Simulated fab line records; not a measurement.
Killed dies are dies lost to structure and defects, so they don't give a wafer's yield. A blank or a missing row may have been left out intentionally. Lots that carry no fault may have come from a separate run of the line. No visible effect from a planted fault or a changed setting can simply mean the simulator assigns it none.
Matching of chambers ; flow sky130 ; SKY_VIA2_CMP_02 on cmp-01 has 4 sister chambers
The step polishes SiO2. 4 wafers are shown with their chamber, then 8 later ones without.

WAFERS, EACH WITH ITS CHAMBER
wafer;chamber;motorCurrentA (A)
L646.3;0;12.0
L648.1;2;12.2
L648.5;1;9.3
L658.1;3;11.8

WAFERS WITH NO CHAMBER GIVEN
wafer;motorCurrentA (A)
L658.2;12.6
L658.5;11.6
L661.3;12.1
L661.4;11.4
L661.6;11.8
L663.1;12.3
L663.3;12.2
L663.5;11.4

THE CHAMBER EACH PASSED THROUGH
wafer;from the rows above;in truth
L658.2;can't be placed: 2 or 0 or 3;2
L658.5;can't be placed: 3 or 0 or 2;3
L661.3;can't be placed: 0 or 2 or 3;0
L661.4;can't be placed: 3 or 0 or 2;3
L661.6;can't be placed: 3 or 0 or 2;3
L663.1;can't be placed: 2 or 0 or 3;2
L663.3;can't be placed: 2 or 0 or 3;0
L663.5;can't be placed: 3 or 0 or 2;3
Correctly placed: 0 of 8. Not placeable from these rows: 8 (in 8, the candidates include the true chamber). 0 placed wrongly.
How it was worked out, from the rows above alone: a wafer's distance from a chamber is the root of the sum, over the readings, of the square of ((its reading less the chamber's mean) divided by the reading's scatter). The wafer belongs to the nearest chamber; if the next one is less than 2 further off, it can't be placed. The mean given for a chamber averages the wafers shown for that chamber. The scatter: with one shown wafer a chamber, the root of the mean of the squares of how far each hidden wafer lies from its nearest shown one.
